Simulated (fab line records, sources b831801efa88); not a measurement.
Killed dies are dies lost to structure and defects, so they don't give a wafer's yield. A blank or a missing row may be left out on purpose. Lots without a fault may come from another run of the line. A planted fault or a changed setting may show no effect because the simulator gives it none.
Problem report in the 8D (eight disciplines) form, filled by code | flow gf180mcu | the parts of the form that need people (team, actions taken, sign-off) are left out

1. THE PROBLEM
lamp_power_pct at GF_SALICIDE_RTA_06 reads a mean of 5.17 % on 6 wafers of 2 lots; wafers without a fault read 6.43 % with a standard deviation of 0.23. That is -5.5 standard deviations from the usual mean.
The step: time 30 s.
First seen on wafer L313.2, day 18 19:50, on rtp_anneal-02. The record holds 18 wafers of 6 lots with a number at this step. Rule for "out", or "out of limits": more than 4 standard deviations from the usual mean. The other wafers with a number count as sound.

2. WHAT IT IS AND WHAT IT IS NOT
question                    | is                     | is not
which readings at this step | lamp_power_pct         | -
which lots                  | L313, L315             | L304, L306, L323, L325
which wafers of those lots  | all that have a number | -
read on which tools         | rtp_anneal-02          | rtp_anneal-01
when                        | from day 18 19:50      | up to then (6 sound wafers); but 6 sound wafers of L323, L325 came after

3. SUSPECTS, AND WHAT RULES EACH OUT
Counting: a tool at a process step up to the reading stays a suspect if it ran every lot that is out and no sound lot after the first of them.
- rtp_anneal-02 at GF_SALICIDE_RTA_06 (time 30 s): kept. It ran every lot that is out, first L313 (day 18 19:50), and no sound lot after that; its last sound lot up to then is L306 (day 16 00:03). Its own readings are out on those wafers: lamp_power_pct.
Left after counting: rtp_anneal-02 at GF_SALICIDE_RTA_06.

4. THE CAUSE (what the simulator had put in)
Process parameter drift: rtp_anneal-02, from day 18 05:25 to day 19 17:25, at GF_SALICIDE_RTA_06. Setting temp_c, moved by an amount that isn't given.
Counting left only this tool.

5. THE CHAIN OF EFFECTS, in route order
Each row: a reading whose mean over the struck wafers that have a number lies more than 3 standard deviations from the usual. Only readings for which the record gives a usual standard deviation are gone through. hours: the time from each lot's start at the first step in this table that gives one to its start at this step, as a median over the lots. sigmas: the change in usual standard deviations.
hours | step               | reading        | usual  | on struck wafers | change | sigmas
0     | GF_SALICIDE_RTA_06 | lamp_power_pct | 6.43 % | 5.17             | -1.26  | -5.5
The process steps in it:
- GF_SALICIDE_RTA_06: time 30 s.

6. WHAT WOULD HAVE CAUGHT IT SOONER
In this record the first reading out of limits was taken at day 18 19:50, 14 hours after the fault began at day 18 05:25.
